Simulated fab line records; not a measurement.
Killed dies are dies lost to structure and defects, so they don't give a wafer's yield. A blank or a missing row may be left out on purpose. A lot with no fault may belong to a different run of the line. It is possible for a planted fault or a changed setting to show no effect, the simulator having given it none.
One fault through the eyes of 2 desks + flow gf180mcu + each desk has only its own numbers; what lay behind them comes last

FOR THE TOOL OWNER'S DESK: implanter-03
GF_MVPSD_IMPLANT_08, tool's own readings: per-lot mean of the sampled wafers with a number, covering each lot this tool ran. Any lot whose mean is over 4 standard deviations away from the usual mean is out of limits and marked OUT; that distance is given in the brackets.
Columns: A = end_station_pressure_torr at GF_MVPSD_IMPLANT_08, usual 5.06e-06 Torr; B = tilt_deg at GF_MVPSD_IMPLANT_08, usual 0.000 degrees
| lot  | first seen here | A        | B      |
|------|-----------------|----------|--------|
| L206 | day 5 12:32     | 5.09e-06 | -0.002 |
| L208 | day 6 00:53     | 5.12e-06 | -0.012 |
| L209 | day 6 04:32     | 4.93e-06 | 0.022  |
| L211 | day 6 16:04     | 5.36e-06 | -0.002 |
| L212 | day 6 23:52     | 5.05e-06 | -0.004 |
| L226 | day 10 19:26    | 5.00e-06 | 0.003  |
This desk found nothing out of limits on any of the 6 lots.

METROLOGY DESK
Means of the sampled wafers that have a number, per lot and without regard to the tool the lot ran on: this is what the gauges read. Any lot whose mean is over 4 standard deviations away from the usual mean is out of limits and marked OUT; that distance is given in the brackets.
Columns: A = MVPSD_RS at GF_VT_IMPLANT_RS_MEAS_49, usual 1169 ohm/sq; B = CONTACT_BOW at GF_CONTACT_BOW_MEAS_05, usual 66 um
| lot  | first seen here | A              | B  |
|------|-----------------|----------------|----|
| L205 | day 7 20:00     | 1173           | 62 |
| L206 | day 8 00:23     | 1160           | 69 |
| L207 | day 8 05:22     | 1168           | 67 |
| L208 | day 8 13:29     | 1166           | 70 |
| L209 | day 8 18:34     | 1171           | 68 |
| L211 | day 9 06:08     | 1224 (+16) OUT | 69 |
| L212 | day 9 15:06     | 1226 (+16) OUT | 64 |
| L221 | day 12 04:34    | 1170           | 58 |
| L222 | day 12 13:56    | 1163           | 68 |
| L223 | day 12 20:40    | 1167           | 70 |
| L224 | day 13 08:56    | 1176           | 65 |
| L226 | day 14 03:04    | 1167           | 67 |
| L227 | day 14 15:37    | 1170           | 56 |
This desk's finding: out of limits on L211, L212; first on L211, day 9 06:08 (MVPSD_RS at GF_VT_IMPLANT_RS_MEAS_49). L205, L206, L207, L208, L209, L221, L222, L223, L224, L226, L227: within limits.

TAKEN TOGETHER
The metrology desk could have raised an alarm at day 9 06:08, on L211, L212.
Nothing out of limits was seen by the tool owner's desk.
On record at the tool owner's desk: L211, L212, within its limits.
The lots listed all ran GF_MVPSD_IMPLANT_08 on implanter-03.

WHAT THE SIMULATOR HAD INSERTED
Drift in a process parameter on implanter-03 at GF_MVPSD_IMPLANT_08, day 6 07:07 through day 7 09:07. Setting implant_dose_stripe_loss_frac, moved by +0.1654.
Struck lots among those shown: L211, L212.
Hours from the fault's start to each desk's first reading out of limits: the metrology desk, 71.
